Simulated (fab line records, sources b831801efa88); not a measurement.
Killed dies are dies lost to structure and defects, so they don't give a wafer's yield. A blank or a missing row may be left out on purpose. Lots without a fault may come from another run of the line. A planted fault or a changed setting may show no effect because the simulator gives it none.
Which tool did it? | flow sky130 | 11 lots, 33 wafers sampled, at 6 steps of a route of 708

WHAT THE GAUGES READ, wafer by wafer
SKY_CONTACT_THK_MEAS_03.
lot  | measured     | on            | CONTACT_HDPCVD_THK (nm)
L121 | day 30 11:40 | film_metro-04 | 580 566 575
L122 | day 30 21:59 | film_metro-04 | 575 567 568
L123 | day 31 07:02 | film_metro-01 | 560 555 564
L125 | day 32 02:14 | film_metro-02 | 549 556 564
L130 | day 34 03:39 | film_metro-01 | 573 564 567
L132 | day 34 08:31 | film_metro-04 | 866 865 852
L133 | day 34 16:03 | film_metro-02 | 853 855 845
L136 | day 35 23:26 | film_metro-04 | 561 573 562
L138 | day 36 01:52 | film_metro-01 | 578 584 580
L141 | day 37 00:44 | film_metro-02 | 559 570 571
L144 | day 37 18:50 | film_metro-01 | 560 552 554

SKY_CONTACT_OVL_MEAS_15.
lot  | measured     | on         | CONTACT_OVL (nm)
L121 | day 31 15:39 | overlay-01 | 3 1 5
L122 | day 32 01:51 | overlay-01 | 5 12 5
L123 | day 32 11:09 | overlay-01 | 7 5 9
L125 | day 33 05:37 | overlay-01 | 5 2 3
L130 | day 35 07:16 | overlay-02 | 12 10 12
L132 | day 35 11:58 | overlay-01 | 10 5 5
L133 | day 35 19:15 | overlay-02 | 6 -2 7
L136 | day 37 02:13 | overlay-02 | 5 5 7
L138 | day 37 04:27 | overlay-02 | -7 -14 -13
L141 | day 38 02:40 | overlay-02 | 12 9 7
L144 | day 38 21:27 | overlay-02 | -1 4 9

WHICH TOOL RAN EACH LOT (tool, then ch and the chambers of the sampled wafers, then the start)
lot  | SKY_LI_CONTACT_CMP_24         | SKY_LOCAL_INTERCONNECT_STRIP_15      | SKY_CONTACT_HDPCVD_02            | SKY_CONTACT_CMP_04
L121 | cmp-01 ch 0,3, day 29 05:57   | plasma_asher-01 ch 0,1, day 30 10:55 | hdpcvd-02 ch 1,2, day 30 11:35   | cmp-02 ch 0,2, day 30 11:46
L122 | cmp-02 ch 0,1,2, day 29 16:59 | plasma_asher-01 ch 0,1, day 30 21:11 | hdpcvd-02 ch 0,1,2, day 30 21:55 | cmp-02 ch 0,1,3, day 30 22:02
L123 | cmp-02 ch 0,1,2, day 30 02:00 | plasma_asher-01 ch 0,1, day 31 06:17 | hdpcvd-01 ch 1,2, day 31 06:58   | cmp-02 ch 0,1,2, day 31 07:06
L125 | cmp-02 ch 1,2, day 30 21:38   | plasma_asher-02 ch 0,1, day 32 01:26 | hdpcvd-01 ch 1,2, day 32 02:08   | cmp-01 ch 1,2, day 32 02:19
L130 | cmp-02 ch 0,2, day 32 22:39   | plasma_asher-02 ch 0,1, day 34 02:52 | hdpcvd-01 ch 0,2, day 34 03:35   | cmp-02 ch 0,1,3, day 34 03:46
L132 | cmp-02 ch 0,2,3, day 33 03:54 | plasma_asher-01 ch 0,1, day 34 07:45 | hdpcvd-01 ch 0,1,2, day 34 08:26 | cmp-01 ch 0,1,2, day 34 08:37
L133 | cmp-02 ch 1,3, day 33 12:18   | plasma_asher-01 ch 0,1, day 34 15:16 | hdpcvd-01 ch 0,1,2, day 34 15:59 | cmp-01 ch 0,2, day 34 16:07
L136 | cmp-01 ch 2,3, day 34 19:13   | plasma_asher-04 ch 0,1, day 35 22:34 | hdpcvd-02 ch 1,2, day 35 23:22   | cmp-01 ch 1,2,3, day 35 23:43
L138 | cmp-02 ch 1,2,3, day 34 22:03 | plasma_asher-01 ch 0,1, day 36 01:07 | hdpcvd-02 ch 0,2, day 36 01:47   | cmp-01 ch 1,2, day 36 01:57
L141 | cmp-01 ch 0,2,3, day 35 20:46 | plasma_asher-04 ch 0,1, day 36 23:59 | hdpcvd-02 ch 0,1,2, day 37 00:38 | cmp-02 ch 0,2, day 37 00:49
L144 | cmp-02 ch 1,3, day 36 15:39   | plasma_asher-01 ch 0,1, day 37 18:03 | hdpcvd-02 ch 1,2, day 37 18:46   | cmp-01 ch 0,1,2, day 37 18:54
- SKY_LI_CONTACT_CMP_24: polishes, stops on PSG, t overpolish 20 s, target thk 0 nm.
- SKY_LOCAL_INTERCONNECT_STRIP_15: strips in O2/N2.
- SKY_CONTACT_HDPCVD_02: deposits SiO2, target thk 565 nm, time 94.2 s.
- SKY_CONTACT_CMP_04: polishes SiO2.

WHAT THE TOOLS THEMSELVES READ (means of the sampled wafers that have a number; where no wafer has one, the mark that the record gives instead)
SKY_LI_CONTACT_CMP_24.
lot  | tool   | motor_current_A (A) | overpolish_run_s (s) | slurry_flow_ml_min | time_to_endpoint_s (s)
L121 | cmp-01 | 11.4                | 20.004               | 150.1              | 107
L122 | cmp-02 | 11.8                | 20.002               | 150.1              | 93
L123 | cmp-02 | 12.1                | 20.001               | 149.9              | 97
L125 | cmp-02 | 12.9                | 20.002               | 150.5              | 94
L130 | cmp-02 | 10.8                | 20.000               | 150.4              | 97
L132 | cmp-02 | 11.6                | 20.002               | 149.8              | 98
L133 | cmp-02 | 12.2                | 20.002               | 149.8              | 99
L136 | cmp-01 | 10.8                | 20.001               | 150.2              | 101
L138 | cmp-02 | 12.6                | 19.997               | 150.1              | 96
L141 | cmp-01 | 11.5                | 19.996               | 150.5              | 102
L144 | cmp-02 | 12.5                | 20.000               | 150.2              | 95

SKY_LOCAL_INTERCONNECT_STRIP_15.
lot  | tool            | drypump_motor_current_A (A) | oes_product_au (a.u.) | strip_time_to_endpoint_s (s)
L121 | plasma_asher-01 | 5.32                        | 0.424                 | 4.698
L122 | plasma_asher-01 | 5.44                        | 0.426                 | 4.726
L123 | plasma_asher-01 | 5.43                        | 0.428                 | 4.723
L125 | plasma_asher-02 | 5.63                        | 0.429                 | 4.716
L130 | plasma_asher-02 | 5.64                        | 0.426                 | 4.741
L132 | plasma_asher-01 | 5.33                        | 0.429                 | 4.719
L133 | plasma_asher-01 | 5.32                        | 0.428                 | 4.716
L136 | plasma_asher-04 | 5.29                        | 0.422                 | 4.711
L138 | plasma_asher-01 | 5.32                        | 0.423                 | 4.724
L141 | plasma_asher-04 | 5.46                        | 0.426                 | 4.715
L144 | plasma_asher-01 | 5.44                        | 0.426                 | 4.748

SKY_CONTACT_CMP_04.
lot  | tool   | motor_current_A (A) | slurry_flow_ml_min | time_to_endpoint_s (s)
L121 | cmp-02 | 12.3                | 150.3              | 85
L122 | cmp-02 | 12.5                | 150.0              | 82
L123 | cmp-02 | 12.7                | 149.7              | 79
L125 | cmp-01 | 11.6                | 149.7              | 82
L130 | cmp-02 | 12.6                | 150.3              | 83
L132 | cmp-01 | 12.0                | 150.1              | 197
L133 | cmp-01 | 11.9                | 150.4              | 193
L136 | cmp-01 | 11.9                | 149.8              | 91
L138 | cmp-01 | 11.5                | 150.2              | 91
L141 | cmp-02 | 11.7                | 150.3              | 83
L144 | cmp-01 | 12.1                | 150.1              | 86

THE ANSWER, worked out from the rows above alone
Rule: what is usual is taken from the lots themselves. Put in order of their means at a reading, lots are off if they are a third of the lots or fewer, leave a main group of 4 or more, and stand apart from it by a gap of 3 or more times the standard deviation of the main group's means; of several such gaps the widest counts. A main group whose means are all the same, to the digits that the tables above print for the reading, isn't used. A lot without any number at a reading at which 4 lots or more have one is off too. The other lots that the step has rows for count as sound. The gauges are gone through in route order, then the tools' own readings, and for those a lot's mean is taken as printed above. The first step at which some lot is off is used, and at that step the reading that is off furthest; a lot without a number counts as furthest.
Off: L132, L133, at SKY_CONTACT_THK_MEAS_03 (CONTACT_HDPCVD_THK). The main group: mean 566 nm, standard deviation 7.8.
A tool fits if, at a process step before that reading, it ran every lot that is off, and no sound lot after the first of them. The gauges at SKY_CONTACT_THK_MEAS_03 aren't tried: what is off there is off at SKY_CONTACT_CMP_04 too, on other tools, and a gauge's error can't cause that. One fits: hdpcvd-01 at SKY_CONTACT_HDPCVD_02. Its last sound lot is L130 (day 34 03:35), its first lot that is off L132 (day 34 08:26): a fault that began between those two fits.

WHAT THE SIMULATOR HAD PUT IN
Process parameter drift: hdpcvd-01, from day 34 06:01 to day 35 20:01, at SKY_CONTACT_HDPCVD_02. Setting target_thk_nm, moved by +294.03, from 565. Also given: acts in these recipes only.
Lots struck among those shown: L132, L133. The rule above found the same.
